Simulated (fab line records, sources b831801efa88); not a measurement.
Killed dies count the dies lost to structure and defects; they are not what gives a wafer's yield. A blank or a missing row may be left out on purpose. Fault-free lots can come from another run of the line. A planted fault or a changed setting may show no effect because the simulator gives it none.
Which tool is to blame? / flow gf180mcu / Sampling: 13 lots, 38 wafers, 6 of 602 route steps

== WHAT THE GAUGES READ, wafer by wafer ==
GF_V1_RS_MEAS_24: uses a four-point probe to measure. Usual: V1_W_RS typically reads 0.322 ohm/sq, with standard deviation 0.0039.
lot=L478; measured=day 18 08:56; on=film metro-03; V1_W_RS (ohm/sq)=0.322 0.319 0.323; flag=
lot=L479; measured=day 18 14:52; on=film metro-03; V1_W_RS (ohm/sq)=0.323 0.324 0.323; flag=
lot=L480; measured=day 19 02:55; on=film metro-03; V1_W_RS (ohm/sq)=0.329 0.330 0.326; flag=
lot=L481; measured=day 19 08:05; on=film metro-01; V1_W_RS (ohm/sq)=0.323 0.324 0.319; flag=
lot=L482; measured=day 19 22:20; on=film metro-02; V1_W_RS (ohm/sq)=0.322 0.322 0.326; flag=
lot=L483; measured=day 20 09:22; on=film metro-03; V1_W_RS (ohm/sq)=0.322 0.320 0.321; flag=
lot=L484; measured=day 20 13:52; on=film metro-03; V1_W_RS (ohm/sq)=0.326 0.324 0.329; flag=
lot=L489; measured=day 22 15:44; on=film metro-03; V1_W_RS (ohm/sq)=0.320 0.330; flag=
lot=L494; measured=day 24 14:35; on=film metro-01; V1_W_RS (ohm/sq)=0.316 0.323 0.322; flag=
lot=L498; measured=day 25 14:08; on=film metro-02; V1_W_RS (ohm/sq)=0.323 0.328 0.325; flag=
lot=L499; measured=day 25 18:17; on=film metro-03; V1_W_RS (ohm/sq)=0.324 0.319 0.325; flag=
lot=L500; measured=day 26 01:20; on=film metro-03; V1_W_RS (ohm/sq)=0.320 0.323 0.319; flag=
lot=L501; measured=day 26 13:08; on=film metro-02; V1_W_RS (ohm/sq)=0.321 0.316 0.321; flag=

GF_V2_THK_MEAS_03. Usual: V2_CVD_02_THK typically reads 849 nm, with standard deviation 11.
lot=L478; measured=day 19 11:06; on=film metro-04; V2_CVD_02_THK (nm)=834 844 854; flag=
lot=L479; measured=day 19 16:54; on=film metro-04; V2_CVD_02_THK (nm)=851 845 837; flag=
lot=L480; measured=day 20 05:32; on=film metro-04; V2_CVD_02_THK (nm)=837 853 851; flag=
lot=L481; measured=day 20 10:10; on=film metro-04; V2_CVD_02_THK (nm)=856 854 854; flag=
lot=L482; measured=day 21 00:18; on=film metro-04; V2_CVD_02_THK (nm)=841 837 850; flag=
lot=L483; measured=day 21 11:00; on=film metro-02; V2_CVD_02_THK (nm)=833 851 840; flag=
lot=L484; measured=day 21 15:58; on=film metro-02; V2_CVD_02_THK (nm)=840 859 866; flag=
lot=L489; measured=day 23 16:28; on=film metro-01; V2_CVD_02_THK (nm)=851 863; flag=
lot=L494; measured=day 25 13:59; on=film metro-01; V2_CVD_02_THK (nm)=847 850 853; flag=
lot=L498; measured=day 26 13:38; on=film metro-04; V2_CVD_02_THK (nm)=849 852 856; flag=
lot=L499; measured=day 26 17:59; on=film metro-01; V2_CVD_02_THK (nm)=830 851 833; flag=
lot=L500; measured=day 26 23:32; on=film metro-01; V2_CVD_02_THK (nm)=848 861 872; flag=
lot=L501; measured=day 27 11:47; on=film metro-02; V2_CVD_02_THK (nm)=861 842 845; flag=

GF_V3_CD_MEAS_14: the cd target is 260 nm. Usual: 260.0 nm for cd nm, sd 1.2.
lot=L478; measured=day 22 15:19; on=cd sem-01; cd nm (nm)=262.1 260.5 259.7; flag=
lot=L479; measured=day 22 19:07; on=cd sem-02; cd nm (nm)=260.4 261.6 261.4; flag=
lot=L480; measured=day 23 07:56; on=cd sem-02; cd nm (nm)=260.9 259.4 258.5; flag=
lot=L481; measured=day 23 11:55; on=cd sem-01; cd nm (nm)=261.3 260.3 262.3; flag=
lot=L482; measured=day 24 01:41; on=cd sem-01; cd nm (nm)=260.6 260.4 260.5; flag=
lot=L483; measured=day 24 12:49; on=cd sem-01; cd nm (nm)=258.2 257.9 257.6; flag=
lot=L484; measured=day 24 16:26; on=cd sem-01; cd nm (nm)=259.6 259.5 260.5; flag=
lot=L489; measured=day 26 12:42; on=cd sem-02; cd nm (nm)=259.3 260.1; flag=
lot=L494; measured=day 28 07:34; on=cd sem-02; cd nm (nm)=259.8 259.9 258.8; flag=
lot=L498; measured=day 29 05:19; on=cd sem-02; cd nm (nm)=260.1 259.3 260.5; flag=
lot=L499; measured=day 29 09:24; on=cd sem-01; cd nm (nm)=260.0 259.8 261.2; flag=
lot=L500; measured=day 29 14:24; on=cd sem-02; cd nm (nm)=261.0 261.5 261.8; flag=
lot=L501; measured=day 30 01:28; on=cd sem-01; cd nm (nm)=258.0 257.2 257.3; flag=

GF_M5_CD_MEAS_07: the cd target is 280 nm. Usual: 279.9 nm for cd nm, sd 1.4.
lot=L478; measured=day 26 13:49; on=cd sem-01; cd nm (nm)=280.0 280.2 279.5; flag=
lot=L479; measured=day 26 17:55; on=cd sem-02; cd nm (nm)=279.1 280.2 279.8; flag=
lot=L480; measured=day 27 04:38; on=cd sem-01; cd nm (nm)=277.8 278.6 276.8; flag=
lot=L481; measured=day 27 08:25; on=cd sem-02; cd nm (nm)=280.4 280.1 280.4; flag=
lot=L482; measured=day 27 20:04; on=cd sem-01; cd nm (nm)=281.5 282.0 281.9; flag=
lot=L483; measured=day 28 05:10; on=cd sem-01; cd nm (nm)=279.8 279.4 279.9; flag=
lot=L484; measured=day 28 08:20; on=cd sem-01; cd nm (nm)=282.7 280.4 281.5; flag=
lot=L489; measured=day 30 04:29; on=cd sem-01; cd nm (nm)=278.7 279.5 278.6 279.3; flag=
lot=L494; measured=day 31 15:05; on=cd sem-02; cd nm (nm)=281.2 280.8 279.5; flag=
lot=L498; measured=day 32 08:51; on=cd sem-02; cd nm (nm)=278.2 278.4 278.4; flag=
lot=L499; measured=day 32 14:51; on=cd sem-02; cd nm (nm)=278.9 279.8 278.9; flag=
lot=L500; measured=day 32 22:58; on=cd sem-01; cd nm (nm)=280.0 279.8 279.8; flag=
lot=L501; measured=day 33 04:09; on=cd sem-02; cd nm (nm)=282.5 280.9 281.8; flag=

GF_M5_OVL_MEAS_08. Usual: M5_OVL typically reads -1 nm, with standard deviation 5.4.
lot=L478; measured=day 26 13:56; on=overlay-02; M5_OVL (nm)=-2 0 0; flag=
lot=L479; measured=day 26 18:02; on=overlay-01; M5_OVL (nm)=1 -8 -7; flag=
lot=L480; measured=day 27 04:44; on=overlay-01; M5_OVL (nm)=-3 2 0; flag=
lot=L481; measured=day 27 08:32; on=overlay-02; M5_OVL (nm)=1 -7 -7; flag=
lot=L482; measured=day 27 20:10; on=overlay-02; M5_OVL (nm)=6 8 6; flag=
lot=L483; measured=day 28 05:15; on=overlay-02; M5_OVL (nm)=-4 -2 3; flag=
lot=L484; measured=day 28 08:26; on=overlay-01; M5_OVL (nm)=-4 2 6; flag=
lot=L489; measured=day 30 08:25; on=overlay-02; M5_OVL (nm)=-1 4; flag=
lot=L494; measured=day 31 15:11; on=overlay-02; M5_OVL (nm)=2 1 1; flag=
lot=L498; measured=day 32 08:58; on=overlay-01; M5_OVL (nm)=-3 -1 -4; flag=
lot=L499; measured=day 32 14:58; on=overlay-02; M5_OVL (nm)=3 8 4; flag=
lot=L500; measured=day 32 23:05; on=overlay-01; M5_OVL (nm)=2 0 6; flag=
lot=L501; measured=day 33 04:16; on=overlay-02; M5_OVL (nm)=-5 1 -7; flag=

== TOOL THAT RAN EACH LOT (tool first, then ch and the chambers of the sampled wafers, then the start) ==
lot=L478; GF_HV_LDD_COAT_41=litho track-02 ch 0, day 12 02:01
lot=L479; GF_HV_LDD_COAT_41=litho track-03 ch 0, day 12 07:29
lot=L480; GF_HV_LDD_COAT_41=litho track-03 ch 0, day 12 16:40
lot=L481; GF_HV_LDD_COAT_41=litho track-01 ch 0, day 12 22:15
lot=L482; GF_HV_LDD_COAT_41=litho track-03 ch 0, day 13 09:31
lot=L483; GF_HV_LDD_COAT_41=litho track-03 ch 0, day 13 17:29
lot=L484; GF_HV_LDD_COAT_41=litho track-03 ch 0, day 13 23:22
lot=L489; GF_HV_LDD_COAT_41=litho track-02 ch 0, day 15 19:19
lot=L494; GF_HV_LDD_COAT_41=litho track-03 ch 0, day 17 18:41
lot=L498; GF_HV_LDD_COAT_41=litho track-03 ch 0, day 18 15:05
lot=L499; GF_HV_LDD_COAT_41=litho track-03 ch 0, day 19 02:14
lot=L500; GF_HV_LDD_COAT_41=litho track-01 ch 0, day 19 09:51
lot=L501; GF_HV_LDD_COAT_41=litho track-01 ch 0, day 19 22:12
- GF_HV_LDD_COAT_41: resist thk 1000 nm.

== WHAT THE TOOLS THEMSELVES READ (means of the sampled wafers that have a number; where no wafer has one, the mark that the record gives instead) ==
GF_HV_LDD_COAT_41. Usual: resist line temp C 22.99 C, standard deviation 0.12; spin speed rpm 3000.2 rpm, standard deviation 2.2.
lot=L478; tool=litho track-02; resist line temp C (C)=22.92; spin speed rpm (rpm)=3000.3; flag=
lot=L479; tool=litho track-03; resist line temp C (C)=22.98; spin speed rpm (rpm)=2998.7; flag=
lot=L480; tool=litho track-03; resist line temp C (C)=22.82; spin speed rpm (rpm)=3000.1; flag=
lot=L481; tool=litho track-01; resist line temp C (C)=23.11; spin speed rpm (rpm)=3002.4; flag=
lot=L482; tool=litho track-03; resist line temp C (C)=22.94; spin speed rpm (rpm)=2999.3; flag=
lot=L483; tool=litho track-03; resist line temp C (C)=23.10; spin speed rpm (rpm)=3001.4; flag=
lot=L484; tool=litho track-03; resist line temp C (C)=23.16; spin speed rpm (rpm)=3001.6; flag=
lot=L489; tool=litho track-02; resist line temp C (C)=23.05; spin speed rpm (rpm)=2999.1; flag=
lot=L494; tool=litho track-03; resist line temp C (C)=22.99; spin speed rpm (rpm)=2999.5; flag=
lot=L498; tool=litho track-03; resist line temp C (C)=23.08; spin speed rpm (rpm)=2999.6; flag=
lot=L499; tool=litho track-03; resist line temp C (C)=22.97; spin speed rpm (rpm)=2999.6; flag=
lot=L500; tool=litho track-01; resist line temp C (C)=22.90; spin speed rpm (rpm)=2998.4; flag=
lot=L501; tool=litho track-01; resist line temp C (C)=22.89; spin speed rpm (rpm)=3001.0; flag=

== THE ANSWER, worked out from the rows above alone ==
Rule: a lot counts as off when the mean over its wafers that have a number is more than 3 standard deviations away from the usual mean. Also off: a lot with no number at a reading for which 4 or more lots have one. The other lots that the step has rows for count as sound. First the gauges in route order, then the tools' own readings, where a lot's mean is used as printed above. At the first step where some lot is off, the reading lying furthest off is the one used; lots without a number count as furthest.
No lot is off on any of the readings shown, so nothing can be concluded from this.

== WHAT WAS PUT IN BY THE SIMULATOR ==
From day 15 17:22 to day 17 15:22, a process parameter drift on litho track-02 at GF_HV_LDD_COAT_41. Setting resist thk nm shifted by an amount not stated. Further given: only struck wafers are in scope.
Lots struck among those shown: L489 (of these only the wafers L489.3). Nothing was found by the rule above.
